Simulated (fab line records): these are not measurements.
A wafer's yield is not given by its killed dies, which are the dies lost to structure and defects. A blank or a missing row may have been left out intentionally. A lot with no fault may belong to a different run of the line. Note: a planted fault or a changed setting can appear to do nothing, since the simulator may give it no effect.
Matching of chambers :: flow sky130 :: SKY_VIA3_CMP_24 on cmp-02 has 4 sister chambers
The step polishes, stops on SiO2, t overpolish 20 s, target thk 0 nm. 8 wafers are shown with their chamber, then 9 later ones without.

## WAFERS WITH THEIR CHAMBER
wafer: L687.6
chamber: 1
motorCurrentA (A): 10.1
timeToEndpointS (s): 94

wafer: L694.1
chamber: 2
motorCurrentA (A): 13.1
timeToEndpointS (s): 96

wafer: L694.4
chamber: 0
motorCurrentA (A): 10.6
timeToEndpointS (s): 94

wafer: L695.1
chamber: 1
motorCurrentA (A): 10.3
timeToEndpointS (s): 91

wafer: L695.4
chamber: 0
motorCurrentA (A): 10.9
timeToEndpointS (s): 90

wafer: L696.1
chamber: 2
motorCurrentA (A): 12.4
timeToEndpointS (s): 95

wafer: L696.3
chamber: 3
motorCurrentA (A): 10.7
timeToEndpointS (s): 95

wafer: L696.5
chamber: 3
motorCurrentA (A): 11.6
timeToEndpointS (s): 95

## WAFERS MISSING THEIR CHAMBER
wafer: L703.1
motorCurrentA (A): 9.7
timeToEndpointS (s): 97

wafer: L703.3
motorCurrentA (A): 10.6
timeToEndpointS (s): 94

wafer: L703.4
motorCurrentA (A): 11.9
timeToEndpointS (s): 98

wafer: L705.1
motorCurrentA (A): 13.5
timeToEndpointS (s): 97

wafer: L705.4
motorCurrentA (A): 10.9
timeToEndpointS (s): 94

wafer: L705.5
motorCurrentA (A): 13.6
timeToEndpointS (s): 99

wafer: L706.2
motorCurrentA (A): 10.8
timeToEndpointS (s): 100

wafer: L706.4
motorCurrentA (A): 10.3
timeToEndpointS (s): 97

wafer: L706.5
motorCurrentA (A): 10.4
timeToEndpointS (s): 100

## THE CHAMBER EACH PASSED THROUGH
wafer: L703.1
from the rows above: can't be placed: 1 or 3 or 0
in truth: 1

wafer: L703.3
from the rows above: can't be placed: 0 or 1 or 3
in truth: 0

wafer: L703.4
from the rows above: can't be placed: 3 or 2 or 0
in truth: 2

wafer: L705.1
from the rows above: 2
in truth: 2

wafer: L705.4
from the rows above: can't be placed: 3 or 0 or 1
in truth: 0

wafer: L705.5
from the rows above: 2
in truth: 2

wafer: L706.2
from the rows above: can't be placed: 3 or 1 or 0
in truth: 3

wafer: L706.4
from the rows above: can't be placed: 3 or 1 or 0
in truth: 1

wafer: L706.5
from the rows above: can't be placed: 3 or 1 or 0
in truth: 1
Correctly placed: 2 of 9. Not placeable from these rows: 7 (in 7, the candidates include the true chamber). Wrongly placed: 0.
How it was worked out, from the rows above alone: a wafer's distance from a chamber is the root of the sum, over the readings, of the square of ((its reading less the chamber's mean) divided by the reading's scatter). The wafer belongs to the nearest chamber; if the next one is less than 2 further off, it can't be placed. For every chamber, the mean is computed from those of its wafers that are shown. The scatter is the square root of a quotient: the sum, over the shown wafers, of each reading's squared deviation from its chamber's mean, divided by wafers minus chambers.
